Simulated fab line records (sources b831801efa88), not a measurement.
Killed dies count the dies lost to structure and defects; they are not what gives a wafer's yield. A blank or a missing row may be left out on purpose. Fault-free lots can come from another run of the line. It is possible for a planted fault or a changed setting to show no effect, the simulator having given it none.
8D (eight disciplines) problem report, filled in by code	flow gf180mcu	the parts of the form that need people (team, actions taken, sign-off) are left out

## 1. WHAT IS WRONG
Mean TOP_METAL_ALCU_RS at GF_TOP_METAL_RS_MEAS_05: 0.0405 ohm/sq over 6 wafers in 2 lots; fault-free wafers: 0.0329 ohm/sq, standard deviation 0.00041. That is +19 standard deviations from the usual mean.
The step: measures by four-point-probe.
First seen on wafer L374.3, day 30 11:13, on film-metro-01. Wafers with a number at this step in the record: 36, from 12 lots. Rule for "out", or "out of limits": more than 4 standard deviations from the usual mean. All remaining wafers that have a number are taken as sound.

## 2. WHAT IT IS; WHAT IT IS NOT
question	is	is not
which readings at this step	TOP_METAL_ALCU_RS	-
which lots	L374, L377	L363, L365, L367, L368, L369, L370, L379, L381, L384, L386
which wafers of those lots	all that have a number	-
read on which gauges	film-metro-01, film-metro-03	film-metro-04
when	from day 30 11:13	up to then (18 sound wafers); but 12 sound wafers of L379, L381, L384, L386 came after

## 3. WHAT RULES OUT EACH SUSPECT
Counting: a tool at a process step up to the reading stays a suspect if it ran every lot that is out and no sound lot after the first of them.
- ruled out: the gauge at GF_TOP_METAL_RS_MEAS_05. Those wafers that are out were read across 2 gauges (film-metro-01, film-metro-03).
- pvd-sputter-02 at GF_MIM_SPUTTER_08 (material AlCu, target thk 200 nm, time 10.6 s): ruled out as a lasting fault. Following L374 (day 27 23:04), the first lot on it that is out, the sound lots L384, L386 were run on it.
- pvd-sputter-01 at GF_TOP_METAL_SPUTTER_02 (material AlCu, target thk 900 nm, time 47.82 s): kept. All lots that are out passed through it, beginning with L374 at day 30 11:05, and no sound lot followed; its final sound lot before that point was L367 at day 28 14:13.
- pvd-sputter-01 at GF_TOP_METAL_SPUTTER_03 (material Ti, target thk 5 nm, time 3.3 s): kept. All lots that are out passed through it, beginning with L374 at day 30 11:08, and no sound lot followed; its final sound lot before that point was L367 at day 28 14:16.
Left after counting: pvd-sputter-01 at GF_TOP_METAL_SPUTTER_02, pvd-sputter-01 at GF_TOP_METAL_SPUTTER_03.

## 4. THE CAUSE (what the simulator had put in)
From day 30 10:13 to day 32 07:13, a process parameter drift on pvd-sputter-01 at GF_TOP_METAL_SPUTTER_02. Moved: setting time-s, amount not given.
This tool is one of the 2 suspects left after counting.

## 5. THE EFFECT CHAIN, in route order
One row per reading whose mean, taken over the struck wafers that have a number, lies over 3 standard deviations from the usual. Only readings whose record carries a usual standard deviation are examined. hours: median over the lots of the time between each lot's start at the first step of this table that gives one and its start at this step. sigmas: the change, counted in usual standard deviations.
hours	step	reading	usual	on struck wafers	change	sigmas
0	GF_TOP_METAL_RS_MEAS_05	TOP_METAL_ALCU_RS	0.0329 ohm/sq	0.0405	+0.0076	+19
0	GF_TOP_METAL_THK_MEAS_06	TOP_METAL_ALCU_THK	889 nm	721	-168	-14

## 6. HOW IT WOULD HAVE BEEN CAUGHT EARLIER
In this record the first reading out of limits at a measuring or inspecting step was taken at day 30 11:13, 1 hour after the fault began at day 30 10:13.
No tool reading at GF_TOP_METAL_SPUTTER_02 that has a usual standard deviation in the record was out on any struck wafer, so an alarm limit of 4 standard deviations on those readings would not have fired.
L377, from the lots that are out (2), started GF_TOP_METAL_SPUTTER_02 on pvd-sputter-01 later than day 30 11:13. Putting the tool on hold at that point would have spared it.
